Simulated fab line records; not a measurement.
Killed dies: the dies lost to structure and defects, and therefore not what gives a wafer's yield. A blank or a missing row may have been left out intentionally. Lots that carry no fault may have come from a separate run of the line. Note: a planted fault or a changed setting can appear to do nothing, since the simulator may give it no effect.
fab line records	flow sfq-line
record: lots: 14	wafers: 42	last-day: 83
route steps=325 shown M6@264 I6@268 M7@282
lots that met no fault: taken from a fault-free run of the same line
start-h: hours from the record's opening day to when the first of the lot's shown wafers began	wait-h: how many hours have passed since the lot's step before this one	" the same as in the row above	L1.1+2: a single row standing in for several wafers	- no value, or no start given	* or withheld: withheld	< > ~ a bound
route shown NAME@n: names a module that has steps shown in the file, with the first one's number in the route	usual: mean and standard deviation over wafers with no fault	same: alike in all rows	chamber/n: place in a boat	sites: the reading at each site	_std_site: their standard deviation	_edge_site: mean of outer sites minus mean of inner sites	radius-mm: how far each site lies from the wafer's centre	mask NAME#n: copy n	behind: the most recent tool/chamber to have shaped the wafer	hold: why the lot was held/for how many hours/how that ended	device: names the non-switching transistor (n, p or np)	end of line: the tests these same wafers got at the end of their route	a step without rows: its recipe alone	killed: dies that structure and defects cost at the first sort, which is not the same as the wafer's yield	map: the dies of a wafer, with x for killed, . for not killed, _ for no die there
set.NAME: setting as actually run; set.NAME@STEP: the setting as run at that earlier step	model.NAME: the simulator's own value behind a step, which no gauge read
steps of the route over a sample of lots; a table a step, a row a wafer
services: a tool's chamber out of use, with start hour (start-h, from the record's first day; less than 0 if before it), hours out, and reason
== steps ==
step: SFQ_TRILAYER_M6_STRIP_STRIP_163
recipe: gas: O2	power-w: 200	platen-temp-c: 40	overash-fraction: 0.65	chemistry: O2	pressure-mtorr: 50
usual: drypump-motor-current-A: 5.27/0.3	oes-product-au: 1.002/0.007
lot.wafer	tool	chamber	start-h	wait-h	drypump-motor-current-A	oes-product-au	rf-hours-counter-h
L376.2	rie-metal-02	0	1486.19	0.1	5.30	0.997	94
L376.4	"	0	"	"	5.30	1.000	-
L376.5	"	0	"	"	5.30	0.988	-
L377.3	rie-metal-02	1	1489.99	0.2	5.28	0.990	-
L377.4	"	0	"	"	5.29	1.001	-
L377.6	"	0	"	"	5.28	0.990	-
L378.3	rie-metal-02	1	1492.49	0.2	5.28	0.993	-
L378.4	"	0	"	"	5.29	0.999	-
L378.5	"	1	"	"	5.27	0.999	-
L379.1	rie-metal-02	1	1497.09	0.1	5.27	1.002	137
L379.3	"	0	"	"	5.31	1.000	-
L379.4	"	1	"	"	5.28	0.991	-
L380.2	rie-metal-02	0	1513.69	0.1	5.29	1.003	97
L380.5	"	0	"	"	5.29	1.000	-
L380.6	"	1	"	"	5.26	0.996	-
L384.1	rie-metal-03	1	1663.06	0.1	5.73	1.020	89
L384.2	"	0	"	"	4.77	1.005	56
L384.4	"	1	"	"	5.73	1.024	-
L385.1	rie-metal-04	1	1683.15	0.1	5.44	0.994	41
L385.2	"	0	"	"	5.06	1.000	20
L385.6	"	0	"	"	5.06	1.003	-
L392.3	rie-metal-03	0	1785.14	0.2	4.75	1.000	-
L392.4	"	1	"	"	5.77	0.999	-
L392.6	"	1	"	"	5.78	1.000	-
L393.3	rie-metal-04	0	1788.74	0.2	5.00	1.000	-
L393.5	"	1	"	"	5.44	1.014	-
L393.6	"	0	"	"	5.01	1.004	-
L394.1	rie-metal-04	1	1793.34	0.1	5.47	1.009	54
L394.3	"	1	"	"	5.48	1.010	-
L394.4	"	0	"	"	5.03	1.006	-
L395.2	rie-metal-03	0	1804.26	0.1	4.76	1.011	75
L395.3	"	0	"	"	4.75	0.998	-
L395.4	"	1	"	"	5.75	0.998	-
L396.3	rie-metal-04	1	1806.86	0.2	5.45	0.994	-
L396.4	"	0	"	"	5.03	0.997	-
L396.5	"	1	"	"	5.43	0.999	-
L398.1	rie-metal-03	0	1812.66	0.1	4.75	1.007	76
L398.5	"	0	"	"	4.76	1.015	-
L398.6	"	1	"	"	5.73	1.010	-
L399.1	rie-metal-04	0	1813.86	0.1	5.01	1.007	36
L399.3	"	0	"	"	5.04	1.006	-
L399.5	"	0	"	"	5.03	0.988	-
step: SFQ_I6_BOW_MEAS_941
recipe: mode: bow
usual: I6_BOW: 7/9.4
lot.wafer	tool	chamber	start-h	wait-h	I6_BOW[um]
L376.2	film-metro-02	-	1492.83	2.0	19
L376.4	"	-	"	"	7
L376.5	"	-	"	"	11
L377.3	film-metro-03	-	1496.71	1.5	12
L377.4	"	-	"	"	18
L377.6	"	-	"	"	14
L378.3	film-metro-04	-	1498.85	1.0	7
L378.4	"	-	"	"	12
L378.5	"	-	"	"	-5
L379.1	film-metro-04	-	1505.67	1.5	0
L379.3	"	-	"	"	21
L379.4	"	-	"	"	27
L380.2	film-metro-04	-	1518.37	2.5	4
L380.5	"	-	"	"	-6
L380.6	"	-	"	"	0
L384.1	film-metro-04	-	1667.60	1.5	-2
L384.2	"	-	"	"	-13
L384.4	"	-	"	"	-1
L385.1	film-metro-03	-	1687.00	1.0	-2
L385.2	"	-	"	"	-7
L385.6	"	-	"	"	3
L392.3	film-metro-02	-	1788.83	1.5	-4
L392.4	"	-	"	"	-6
L392.6	"	-	"	"	15
L393.3	film-metro-03	-	1792.43	2.5	22
L393.5	"	-	"	"	9
L393.6	"	-	"	"	12
L394.1	film-metro-02	-	1797.19	2.0	14
L394.3	"	-	"	"	20
L394.4	"	-	"	"	7
L395.2	film-metro-03	-	1808.14	1.0	5
L395.3	"	-	"	"	-1
L395.4	"	-	"	"	1
L396.3	film-metro-02	-	1810.56	2.5	2
L396.4	"	-	"	"	2
L396.5	"	-	"	"	2
L398.1	film-metro-03	-	1817.20	2.5	15
L398.5	"	-	"	"	2
L398.6	"	-	"	"	-1
L399.1	film-metro-04	-	1819.10	2.0	-3
L399.3	"	-	"	"	-3
L399.5	"	-	"	"	11
step: SFQ_TRILAYER_I6_VIA_STRIP_STRIP_173
recipe: gas: O2	power-w: 200	platen-temp-c: 40	overash-fraction: 0.65	chemistry: O2	pressure-mtorr: 50
usual: drypump-motor-current-A: 5.27/0.17	oes-product-au: 1.001/0.0081
lot.wafer	tool	chamber	start-h	wait-h	drypump-motor-current-A	oes-product-au	rf-hours-counter-h
L376.2	rie-metal-04	1	1605.43	-	5.47	0.996	28
L376.4	"	1	"	"	5.46	1.006	-
L376.5	"	1	"	"	5.44	1.002	-
L377.3	rie-metal-04	1	1611.63	-	5.42	1.010	-
L377.4	"	0	"	"	5.03	1.006	-
L377.6	"	1	"	"	5.43	1.002	-
L378.3	rie-metal-02	1	1612.83	-	5.30	0.991	-
L378.4	"	0	"	"	5.28	0.997	-
L378.5	"	1	"	"	5.29	0.994	-
L379.1	rie-metal-04	1	1622.23	-	5.45	1.008	30
L379.3	"	1	"	"	5.45	1.009	-
L379.4	"	0	"	"	5.05	1.008	-
L380.2	rie-metal-02	1	1631.83	-	5.28	0.980	8
L380.5	"	1	"	"	5.27	0.997	-
L380.6	"	0	"	"	5.28	0.996	-
L384.1	rie-metal-01	0	1672.30	-	5.19	1.005	140
L384.2	"	0	"	"	5.21	1.006	-
L384.4	"	0	"	"	5.19	1.016	-
L385.1	rie-metal-02	1	1690.89	-	5.28	0.986	19
L385.2	"	0	"	"	5.30	1.000	122
L385.6	"	0	"	"	5.29	0.995	-
L392.3	rie-metal-04	1	1873.08	-	5.44	1.005	-
L392.4	"	0	"	"	5.04	0.999	-
L392.6	"	1	"	"	5.46	1.010	-
L393.3	rie-metal-04	0	1876.68	-	5.03	1.001	-
L393.5	"	1	"	"	5.46	1.008	-
L393.6	"	0	"	"	5.04	0.988	-
L394.1	rie-metal-02	1	1882.48	-	5.25	0.983	47
L394.3	"	1	"	"	5.25	0.985	-
L394.4	"	0	"	"	5.29	0.987	-
L395.2	rie-metal-01	0	1892.08	-	5.19	1.008	23
L395.3	"	1	"	"	5.59	1.007	-
L395.4	"	0	"	"	5.18	1.007	-
L396.3	rie-metal-04	1	1895.04	-	5.47	1.004	-
L396.4	"	0	"	"	5.03	0.997	-
L396.5	"	0	"	"	5.01	1.008	-
L398.1	rie-metal-02	0	1898.44	-	5.29	0.997	14
L398.5	"	1	"	"	5.28	0.988	-
L398.6	"	0	"	"	5.29	1.003	-
L399.1	rie-metal-04	0	1899.64	-	5.07	1.012	48
L399.3	"	1	"	"	5.45	1.009	-
L399.5	"	1	"	"	5.46	1.015	-
step: SFQ_TRILAYER_M7_DEP_SPUTTER_175
recipe: material: Nb	base-pressure-pa: 1.33e-06	chamber-pressure-pa: 0.1333	substrate-temp-c: 20	target-thk-nm: 200	power-w: 2000	time-s: 133.3
usual: cathode-dc-power-W: 1999.9/0.34	throttle-valve-pct: 29.9/0.92
lot.wafer	tool	chamber	start-h	wait-h	cathode-dc-power-W	throttle-valve-pct
L376.2	pvd-sputter-04	-	1606.23	0.0	1999.2	30.8
L376.4	"	-	"	"	1999.5	30.9
L376.5	"	-	"	"	2000.2	31.0
L377.3	pvd-sputter-04	-	1612.23	0.0	2000.3	30.6
L377.4	"	-	"	"	2000.2	28.2
L377.6	"	-	"	"	1999.7	28.5
L378.3	pvd-sputter-03	-	1613.43	0.0	2000.2	30.3
L378.4	"	-	"	"	1999.8	30.4
L378.5	"	-	"	"	1999.6	29.9
L379.1	pvd-sputter-05	-	1623.03	0.0	2000.2	30.1
L379.3	"	-	"	"	1999.8	30.1
L379.4	"	-	"	"	2000.0	29.6
L380.2	pvd-sputter-03	-	1632.65	0.0	1999.7	30.7
L380.5	"	-	"	"	2000.4	28.8
L380.6	"	-	"	"	2000.6	30.4
L384.1	pvd-sputter-05	-	1673.72	0.0	2155.9	30.4
L384.2	"	-	"	"	2155.6	30.4
L384.4	"	-	"	"	2156.0	28.7
L385.1	pvd-sputter-05	-	1691.69	0.0	2155.6	29.7
L385.2	"	-	"	"	2155.1	30.1
L385.6	"	-	"	"	2155.6	29.5
L392.3	pvd-sputter-05	-	1873.68	0.0	1999.8	28.2
L392.4	"	-	"	"	2000.2	29.9
L392.6	"	-	"	"	1999.7	30.0
L393.3	pvd-sputter-04	-	1877.28	0.0	2000.1	30.9
L393.5	"	-	"	"	2000.9	28.4
L393.6	"	-	"	"	2000.3	30.8
L394.1	pvd-sputter-05	-	1883.28	0.0	2000.6	30.3
L394.3	"	-	"	"	1999.9	28.3
L394.4	"	-	"	"	1999.2	29.8
L395.2	pvd-sputter-04	-	1893.09	0.0	1999.4	28.1
L395.3	"	-	"	"	2000.3	31.1
L395.4	"	-	"	"	1999.5	30.7
L396.3	pvd-sputter-03	-	1895.64	0.0	2000.4	29.9
L396.4	"	-	"	"	1999.6	30.3
L396.5	"	-	"	"	2000.0	28.9
L398.1	pvd-sputter-05	-	1899.24	0.0	1999.9	30.6
L398.5	"	-	"	"	1999.9	29.6
L398.6	"	-	"	"	1999.9	30.3
L399.1	pvd-sputter-03	-	1900.44	0.0	1999.9	28.8
L399.3	"	-	"	"	1999.7	29.6
L399.5	"	-	"	"	1999.7	29.6
step: SFQ_M7_RS_MEAS_943
recipe: thk-meas-gauge: four-point-probe	reads: Nb_of_TRILAYER_M7_DEP_SPUTTER_175
usual: M7_NB_RS: 0.894/0.0075
lot.wafer	tool	chamber	start-h	wait-h	M7_NB_RS[ohm/sq]
L376.2	film-metro-02	-	1606.34	0.1	0.890
L376.4	"	-	"	"	0.903
L376.5	"	-	"	"	0.903
L377.3	film-metro-03	-	1612.36	0.1	0.888
L377.4	"	-	"	"	0.885
L377.6	"	-	"	"	0.883
L378.3	film-metro-01	-	1613.56	0.1	0.900
L378.4	"	-	"	"	0.906
L378.5	"	-	"	"	0.898
L379.1	film-metro-03	-	1623.12	0.0	0.904
L379.3	"	-	"	"	0.892
L379.4	"	-	"	"	0.897
L380.2	film-metro-03	-	1632.76	0.1	0.888
L380.5	"	-	"	"	0.882
L380.6	"	-	"	"	0.883
L384.1	film-metro-02	-	1673.82	0.0	0.828
L384.2	"	-	"	"	0.827
L384.4	"	-	"	"	0.834
L385.1	film-metro-01	-	1691.78	0.0	0.829
L385.2	"	-	"	"	0.827
L385.6	"	-	"	"	0.828
L392.3	film-metro-02	-	1873.82	0.1	0.903
L392.4	"	-	"	"	0.907
L392.6	"	-	"	"	0.902
L393.3	film-metro-02	-	1877.42	0.1	0.890
L393.5	"	-	"	"	0.891
L393.6	"	-	"	"	0.889
L394.1	film-metro-03	-	1883.38	0.0	0.890
L394.3	"	-	"	"	0.899
L394.4	"	-	"	"	0.894
L395.2	film-metro-02	-	1893.20	0.1	0.902
L395.3	"	-	"	"	0.900
L395.4	"	-	"	"	0.895
L396.3	film-metro-01	-	1895.77	0.1	0.881
L396.4	"	-	"	"	0.897
L396.5	"	-	"	"	0.888
L398.1	film-metro-01	-	1899.33	0.0	0.906
L398.5	"	-	"	"	0.914
L398.6	"	-	"	"	0.908
L399.1	film-metro-03	-	1900.53	0.0	0.900
L399.3	"	-	"	"	0.892
L399.5	"	-	"	"	0.892
step: SFQ_TRILAYER_M7_ETCH_METAL_ETCH_180
recipe: target: Nb	stop-on: SiO2	mask-material: PR	chemistry: Cl2/Ar	target-depth-nm: 240	icp-w: 600	bias-w: 80	pressure-mtorr: 10	time-s: 120
usual: drypump-motor-current-A: 5.33/0.26	oes-product-au: 0.892/0.0066
lot.wafer	tool	chamber	start-h	wait-h	drypump-motor-current-A	oes-product-au	rf-hours-counter-h
L376.2	rie-metal-01	1	1609.06	0.0	5.61	0.899	105
L376.4	"	0	"	"	5.19	0.882	-
L376.5	"	1	"	"	5.60	0.884	-
L377.3	rie-metal-01	1	1614.89	0.1	5.60	0.901	-
L377.4	"	0	"	"	5.21	0.897	-
L377.6	"	0	"	"	5.21	0.898	-
L378.3	rie-metal-02	1	1617.29	0.1	5.29	0.891	-
L378.4	"	0	"	"	5.29	0.887	-
L378.5	"	1	"	"	5.26	0.897	-
L379.1	rie-metal-01	0	1625.65	0.0	5.19	0.874	128
L379.3	"	0	"	"	5.21	0.886	-
L379.4	"	1	"	"	5.61	0.887	-
L380.2	rie-metal-01	0	1640.15	0.1	5.20	0.903	-
L380.5	"	0	"	"	5.20	0.900	-
L380.6	"	0	"	"	5.20	0.893	-
L384.1	rie-metal-03	1	1676.34	0.0	5.72	0.938	91
L384.2	"	0	"	"	4.78	0.923	58
L384.4	"	1	"	"	5.77	0.933	-
L385.1	rie-metal-03	0	1694.99	0.0	4.75	0.928	60
L385.2	"	1	"	"	5.72	0.936	94
L385.6	"	1	"	"	5.77	0.929	-
L392.3	rie-metal-03	0	1877.54	0.1	4.77	0.889	-
L392.4	"	1	"	"	5.71	0.886	-
L392.6	"	0	"	"	4.78	0.890	-
L393.3	rie-metal-01	1	1881.14	0.1	5.61	0.892	-
L393.5	"	1	"	"	5.63	0.897	-
L393.6	"	0	"	"	5.21	0.895	-
L394.1	rie-metal-01	0	1886.34	0.0	5.19	0.900	22
L394.3	"	1	"	"	5.63	0.884	-
L394.4	"	0	"	"	5.18	0.881	-
L395.2	rie-metal-01	0	1899.29	0.0	5.20	0.882	24
L395.3	"	1	"	"	5.60	0.893	-
L395.4	"	0	"	"	5.20	0.893	-
L396.3	rie-metal-01	1	1901.73	0.1	5.61	0.900	-
L396.4	"	0	"	"	5.19	0.884	-
L396.5	"	0	"	"	5.20	0.904	-
L398.1	rie-metal-03	0	1905.29	0.0	4.75	0.889	90
L398.5	"	0	"	"	4.75	0.882	-
L398.6	"	1	"	"	5.74	0.886	-
L399.1	rie-metal-01	0	1906.49	0.0	5.18	0.895	26
L399.3	"	1	"	"	5.61	0.883	-
L399.5	"	1	"	"	5.62	0.894	-
== services ==
tool	chamber	start-h	hours	kind
pvd-sputter-04	-	1478.39	5.8	repair
pvd-sputter-05	-	1501.75	0.7	repair
rie-metal-04	0	1509.12	-	clean
rie-metal-04	0	1509.12	-	consumable-replace:focus-ring
rie-metal-04	0	1509.12	14.1	scheduled-down
rie-metal-04	0	1509.12	14.1	vent-cycle
rie-metal-02	1	1530.09	-	clean
pvd-sputter-04	-	1552.22	1.3	repair
rie-metal-03	0	1597.24	9.7	repair
rie-metal-02	-	1635.51	0.7	repair
rie-metal-01	1	1636.51	52.3	repair
rie-metal-02	-	1706.04	2.8	pm
pvd-sputter-03	-	1708.85	4.8	repair
pvd-sputter-04	-	1711.10	2.9	repair
rie-metal-04	1	1728.02	7.1	repair
pvd-sputter-05	-	1745.00	0.7	repair
pvd-sputter-04	-	1770.80	3.1	repair
pvd-sputter-05	-	1810.35	2.1	repair
rie-metal-04	0	1818.00	20.7	repair
pvd-sputter-04	-	1823.36	2.2	repair
rie-metal-04	0	1841.94	3.5	repair
rie-metal-04	1	1849.90	1.4	repair
rie-metal-03	-	1849.91	2.8	pm
pvd-sputter-03	-	1874.64	3.4	repair
== key ==
first-sign: step: SFQ_TRILAYER_M7_DEP_SPUTTER_175	reading: cathode-dc-power-W	direction: up	sigmas: 99+	usual: 1999.9	struck: 2155.6
effect: step: SFQ_M7_RS_MEAS_943	reading: M7_NB_RS	direction: down	sigmas: 8.6	usual: 0.894	struck: 0.829
effect: step: SFQ_TRILAYER_M7_ETCH_METAL_ETCH_180	reading: oes-product-au	direction: up	sigmas: 6	usual: 0.892	struck: 0.931
met-at SFQ_TRILAYER_M7_DEP_SPUTTER_175
struck-lots L384,L385
not-acting-at SFQ_TRILAYER_M6_STRIP_STRIP_163,SFQ_I6_BOW_MEAS_941,SFQ_TRILAYER_I6_VIA_STRIP_STRIP_173
onset-between 1623.03 1673.72
fault: kind: process-parameter-drift	tool: pvd-sputter-05	chamber: -	onset-h: 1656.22	steps: SFQ_TRILAYER_M7_DEP_SPUTTER_175	channel: power-w	offset: 155.77	shape: step	end-h: 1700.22	acts-in: these-recipes-only	stated: 2000
